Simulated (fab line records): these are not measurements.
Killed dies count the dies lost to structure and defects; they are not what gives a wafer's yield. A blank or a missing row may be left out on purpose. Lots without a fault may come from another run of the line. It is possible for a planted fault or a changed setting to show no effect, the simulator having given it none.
Chamber matching ; flow gf180mcu ; cmp-02 running GF_V3_CMP_26: 4 sister chambers
The step polishes, stops on SiO2, t overpolish 15 s, target thk 0 nm. 14 wafers are shown with their chamber, then 7 later ones without.

== EACH WAFER AND ITS CHAMBER ==
wafer;chamber;motor current A (A);time to endpoint s (s);overpolish run s (s)
L746.1;3;10.8;78;14.995
L746.4;2;9.3;86;15.005
L746.6;1;9.5;81;14.993
L749.2;3;10.8;78;15.026
L749.3;1;9.7;82;15.009
L749.5;1;9.9;79;15.005
L750.1;3;11.0;78;15.009
L750.4;1;9.5;83;15.016
L750.5;0;13.0;84;14.989
L751.3;0;12.4;84;14.983
L751.4;2;9.1;82;14.995
L751.6;3;10.7;77;15.017
L760.1;0;12.8;89;15.002
L760.2;1;9.6;81;15.007

SIGNATURES (means of the wafers above)
reading;chamber 0;chamber 1;chamber 2;chamber 3;scatter within a chamber
motor current A;12.733;9.640;9.200;10.825;0.191
time to endpoint s;85.67;81.20;84.00;77.75;1.85
overpolish run s;14.99133;15.00600;15.00000;15.01175;0.0102
Rule: distance of a wafer from a chamber = root of the sum over the readings of ((wafer's reading minus chamber's mean) / reading's scatter) squared. The wafer belongs to the nearest chamber; if the next one is less than 2 further off, it can't be placed. The scatter is the square root of a quotient: the sum, over the shown wafers, of each reading's squared deviation from its chamber's mean, divided by wafers minus chambers.

== WAFERS WITH NO CHAMBER GIVEN ==
wafer;motor current A (A);time to endpoint s (s);overpolish run s (s)
L760.5;12.4;88;15.012
L761.1;11.0;80;15.009
L761.2;9.8;79;14.999
L761.3;10.1;84;14.986
L762.2;9.7;85;15.001
L762.4;9.7;75;14.989
L762.5;12.4;82;15.003

== EACH ONE'S CHAMBER ==
wafer;from the rows above;in truth
L760.5;0;0
L761.1;3;3
L761.2;1;1
L761.3;can't be placed: 1 or 2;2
L762.2;can't be placed: 1 or 2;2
L762.4;can't be placed: 1 or 2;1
L762.5;0;0
4 of 7 placed correctly. From these rows, 3 cannot be placed; in 3 the true chamber is one of the candidates. 0 placed wrongly.
